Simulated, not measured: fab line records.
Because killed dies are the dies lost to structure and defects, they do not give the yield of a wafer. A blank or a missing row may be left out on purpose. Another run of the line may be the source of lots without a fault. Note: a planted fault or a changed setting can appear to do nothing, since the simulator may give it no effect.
What tool caused it? | flow gf180mcu | route of 602 steps, sampled at 1 step: 24 lots, 72 wafers

## WHAT THE GAUGES SHOWED, per wafer
GF_V4_RS_MEAS_24: uses a four-point probe to measure.
lot  | measured     | on            | V4_W_RS (ohm/sq)
L074 | day 24 07:18 | film-metro-03 | 0.313 0.323 0.313
L075 | day 24 14:47 | film-metro-03 | 0.315 0.324 0.314
L076 | day 25 03:38 | film-metro-04 | 0.315 0.330 0.314
L077 | day 25 18:23 | film-metro-01 | 0.321 0.312 0.314
L078 | day 26 01:41 | film-metro-04 | 0.317 0.317 0.317
L079 | day 26 07:35 | film-metro-04 | 0.317 0.329 0.329
L080 | day 26 12:45 | film-metro-03 | 0.321 0.323 0.322
L081 | day 26 19:31 | film-metro-03 | 0.336 0.335 0.332
L082 | day 27 06:59 | film-metro-03 | 0.329 0.317 0.317
L083 | day 27 15:17 | film-metro-01 | 0.315 0.326 0.329
L084 | day 27 21:57 | film-metro-03 | 0.317 0.330 0.328
L085 | day 28 10:23 | film-metro-03 | 0.325 0.320 0.328
L086 | day 28 17:50 | film-metro-04 | 0.328 0.316 0.325
L087 | day 28 19:56 | film-metro-03 | 0.315 0.314 0.330
L088 | day 28 23:56 | film-metro-03 | 0.332 0.332 0.319
L089 | day 29 07:53 | film-metro-03 | 0.331 0.316 0.328
L090 | day 29 17:14 | film-metro-01 | 0.321 0.332 0.325
L091 | day 29 17:38 | film-metro-03 | 0.334 0.329 0.318
L092 | day 30 02:15 | film-metro-03 | 0.331 0.319 0.330
L093 | day 30 07:55 | film-metro-03 | 0.322 0.331 0.320
L094 | day 30 18:26 | film-metro-04 | 0.316 0.312 0.329
L096 | day 31 04:14 | film-metro-04 | 0.315 0.326 0.314
L095 | day 31 04:53 | film-metro-04 | 0.313 0.315 0.318
L097 | day 31 07:13 | film-metro-04 | 0.319 0.319 0.320

## WHICH TOOL RAN EACH LOT (tool, then ch and the chambers of the sampled wafers, then the start)
Before these readings, the record contains no process step.

## AS READ BY THE TOOLS THEMSELVES (means over the sampled wafers that have a number; for cases with no such wafer, the mark the record gives instead)
The record holds no such reading with a usual standard deviation.

## THE ANSWER, worked out from the rows above alone
Rule: what is usual is taken from the lots themselves. The widest of any qualifying gaps counts: lots, ordered by their means at a reading, are off when they make up no more than a third of the lots, leave a main group of 4 or more, and stand apart from it by 3 or more times the standard deviation of that group's means. A main group is skipped when, at the precision printed for the reading in the tables above, its means are all equal. A lot without any number at a reading at which 4 lots or more have one is off too. The other lots that the step has rows for count as sound. After the gauges, taken in route order, come the tools' own readings; for these a lot's mean is taken, as printed above. The first step at which some lot is off is used, and at that step the reading that is off furthest; a lot without a number counts as furthest.
Nothing can be told from this: no lot is off at any reading shown.

## WHAT HAD BEEN PUT IN BY THE SIMULATOR
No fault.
